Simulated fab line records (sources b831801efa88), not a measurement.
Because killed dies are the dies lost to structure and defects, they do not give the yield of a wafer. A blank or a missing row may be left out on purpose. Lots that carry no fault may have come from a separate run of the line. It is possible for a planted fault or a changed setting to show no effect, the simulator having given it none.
Problem report in the 8D (eight disciplines) form, filled by code / flow sky130 / the parts of the form that need people (team, actions taken, sign-off) are left out

== 1. THE ISSUE ==
Wafers without a fault read 24 with a standard deviation of 5.2, while killed-at-contacts at SKY_PAD_OPEN_PROBE_99 averages 82 across 3 wafers of 1 lot. That puts it +11 standard deviations away from the usual mean.
First seen on wafer L817.4, day 49 20:40, on prober-02. Wafers with a number at this step in the record: 6, from 2 lots. Rule for "out" (also "out of limits"): further than 4 standard deviations from the usual mean. All remaining wafers that have a number are taken as sound.

== 2. WHAT IT IS, WHAT IT ISN'T ==
question=which readings at this step; is=killed-at-contacts, killed-dies; is not=killed_at_M0_to_M3, killed_at_M4_up, killed-at-front-end, killed-at-other, killed-on-rim, killed-open, killed-short
question=which lots; is=L817; is not=L811
question=which wafers of those lots; is=all that have a number; is not=-
question=read on which tools; is=prober-02; is not=-
question=when; is=from day 49 20:40; is not=up to then (3 sound wafers)

== 3. WHAT RULES OUT EACH SUSPECT ==
Counting: any tool at a process step up to the reading is kept as a suspect provided that every lot that is out went through it and no sound lot did after the first of them.
- plasma-asher-02 at SKY_NWELL_STRIP_14 (strips in O2/N2): kept. It ran the lot that is out, L817 (day 8 14:48), and no sound lot after that; its last sound lot up to then is L811 (day 6 17:25).
- plasma-asher-04 at SKY_LDD_P_STRIP_10 (strips in O2/N2): kept. It ran the lot that is out, L817 (day 25 05:56), and no sound lot after that; its last sound lot up to then is L811 (day 22 12:56).
- wet-bench-02 at SKY_LOCAL_INTERCONNECT_STRIP_16 (strips in post etch residue remover, time 1200 s): kept. It ran the lot that is out, L817 (day 35 22:28), and no sound lot after that.
- prober-02 at SKY_PAD_OPEN_PROBE_99: kept. It ran the lot that is out, L817 (day 49 20:40), and no sound lot after that; its last sound lot up to then is L811 (day 48 02:31). Out on those wafers are its own readings of killed-at-contacts, killed-dies.
Left after counting: plasma-asher-02 at SKY_NWELL_STRIP_14, plasma-asher-04 at SKY_LDD_P_STRIP_10, wet-bench-02 at SKY_LOCAL_INTERCONNECT_STRIP_16, prober-02 at SKY_PAD_OPEN_PROBE_99.

== 4. THE CAUSE (what the simulator had put in) ==
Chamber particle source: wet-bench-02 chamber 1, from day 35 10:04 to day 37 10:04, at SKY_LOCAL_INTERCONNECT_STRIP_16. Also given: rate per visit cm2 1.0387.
Counting leaves 4 suspects; this tool is one of them.

== 5. SEQUENCE OF EFFECTS, ordered by route ==
One row per reading whose mean, taken over the struck wafers that have a number, lies over 3 standard deviations from the usual. Only readings for which the record gives a usual standard deviation are gone through. hours: the time from each lot's start at the first step in this table that gives one to its start at this step, as a median over the lots. sigmas: the change in usual standard deviations.
hours=0; step=SKY_PAD_OPEN_PROBE_99; reading=killed-at-contacts; usual=24; on struck wafers=82; change=+58; sigmas=+11
hours=0; step=SKY_PAD_OPEN_PROBE_99; reading=killed-dies; usual=84; on struck wafers=140; change=+56; sigmas=+6.2
It contains these process steps:
- SKY_PAD_OPEN_PROBE_99

== 6. WHAT WOULD HAVE CAUGHT IT SOONER ==
In this record the first reading out of limits was taken at day 49 20:40, 347 hours after the fault began at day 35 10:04.
An alarm limit of 4 standard deviations would not have fired on the tool readings at SKY_LOCAL_INTERCONNECT_STRIP_16 for which the record gives a usual standard deviation, since none of them was out on any struck wafer.
The start of SKY_LOCAL_INTERCONNECT_STRIP_16 on wet-bench-02 came by day 49 20:40 for every one of the lots that are out (1). Had the tool been put on hold then, not one of them would have been saved.
